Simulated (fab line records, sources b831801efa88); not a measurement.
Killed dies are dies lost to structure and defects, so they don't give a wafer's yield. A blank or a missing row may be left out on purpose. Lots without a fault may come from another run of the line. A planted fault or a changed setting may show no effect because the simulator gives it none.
A struck lot beside a sound one | flow sfq_line | 14 steps out of a route of 325
Sound: wafers L775.1, L775.5, L775.6. Struck: wafer L773.2. (L773.1, L773.3 of the same lot were not struck and are left out.) The cause comes at the end.
At each step with rows: each side's tool, then ch and its chambers, then its first start. Under that, the readings that differ: sound wafers | struck wafers | difference of the means | sigmas: that difference in standard deviations of wafers without a fault.
alike: readings whose means differ by less than 2 such deviations, and words and numbers that are the same on both sides. not compared: withheld readings, readings that some wafer has no value for, bounds like >300 that may hide the same value, and numbers for which the record gives no deviation and whose values overlap.
The two part at a step that has a row with sigmas, a row that says differs or no value, or rows on one side only. Numbers that don't overlap but have no deviation are shown without sigmas and don't part them. A reading that every wafer of one side lacks parts them only if that side has two wafers or more.

first, 2 steps without rows for these wafers: SFQ_TRILAYER_I3_VIA_STRIP_SOLV_CLEAN_090 (cleans in NMP, time 600 s); SFQ_TRILAYER_M4_DEP_PRE_CLEAN_092 (time 22.5 s).
SFQ_TRILAYER_M4_DEP_SPUTTER_091: material Nb, target thk 200 nm, time 133.3 s.
  sound on pvd_sputter-04, day 47 12:35; struck on pvd_sputter-04, day 46 20:17
  alike: substrate_temp_c, throttle_valve_pct
SFQ_M4_RS_MEAS_924: measures by four-point-probe.
  sound on film_metro-02, day 47 12:40; struck on film_metro-02, day 46 20:22
  alike: M4_NB_RS
then, 6 steps without rows for these wafers: SFQ_TRILAYER_M4_LITHO_COAT_098 (resist thk 62 nm); SFQ_TRILAYER_M4_LITHO_COAT_093 (resist thk 600 nm); SFQ_TRILAYER_M4_LITHO_SOFTBAKE_097; SFQ_TRILAYER_M4_LITHO_EXPOSE_094 (exposes mask M4, target cd 500 nm); SFQ_TRILAYER_M4_LITHO_PEB_096 (peb time 60 s); SFQ_TRILAYER_M4_LITHO_DEVELOP_095 (time 60 s).
SFQ_M4_OVL_MEAS_926:
  sound on overlay-01, day 52 02:58; struck on overlay-01, day 47 10:23
  reading     | sound    | struck | difference | sigmas
  M4_OVL (nm) | -3 -2 -2 | 15     | +17        | +3
SFQ_TRILAYER_M4_BARC_OPEN_METAL_ETCH_123: etches BARC in O2, target depth 125 nm, time 41.7 s.
  sound on rie_metal-03 ch 1, day 52 03:01; struck on rie_metal-04 ch 1, day 47 10:26
  reading                                             | sound             | struck | difference | sigmas
  drypump_motor_current_A (A)                         | 6.5 6.4 6.5       | 5.0    | -1.5       | -2
  model.KrF_of_TRILAYER_M4_LITHO_COAT_093.thk_nm (nm) | 527.5 526.6 524.9 | 535.9  | +9.6       |
  alike: bias_w, oes_product_au, rf_fwd_power_W
  not compared: rf_hours_counter_h
SFQ_TRILAYER_M4_ETCH_METAL_ETCH_096: etches Nb in Cl2/Ar, stops on SiO2, target depth 240 nm, time 120 s.
  sound on rie_metal-03 ch 1, day 52 03:08; struck on rie_metal-04 ch 1, day 47 10:29
  reading                                             | sound           | struck | difference | sigmas
  drypump_motor_current_A (A)                         | 6.5 6.4 6.4     | 5.0    | -1.4       | -2
  model.KrF_of_TRILAYER_M4_LITHO_COAT_093.thk_nm (nm) | 388.7 387 386.4 | 397.7  | +10.3      |
  alike: bias_w, oes_product_au, rf_fwd_power_W
  not compared: rf_hours_counter_h
SFQ_TRILAYER_M4_STRIP_STRIP_097: strips in O2.
  sound on rie_metal-03 ch 0, day 52 03:38; struck on rie_metal-04 ch 1, day 47 10:37
  reading                     | sound       | struck | difference | sigmas
  drypump_motor_current_A (A) | 6.3 6.3 6.3 | 5.0    | -1.3       | -2
  alike: oes_product_au
  not compared: rf_hours_counter_h

WHERE THEY PART
First at SFQ_M4_OVL_MEAS_926; last, within this record, at SFQ_TRILAYER_M4_STRIP_STRIP_097.

WHY: what the simulator had put in
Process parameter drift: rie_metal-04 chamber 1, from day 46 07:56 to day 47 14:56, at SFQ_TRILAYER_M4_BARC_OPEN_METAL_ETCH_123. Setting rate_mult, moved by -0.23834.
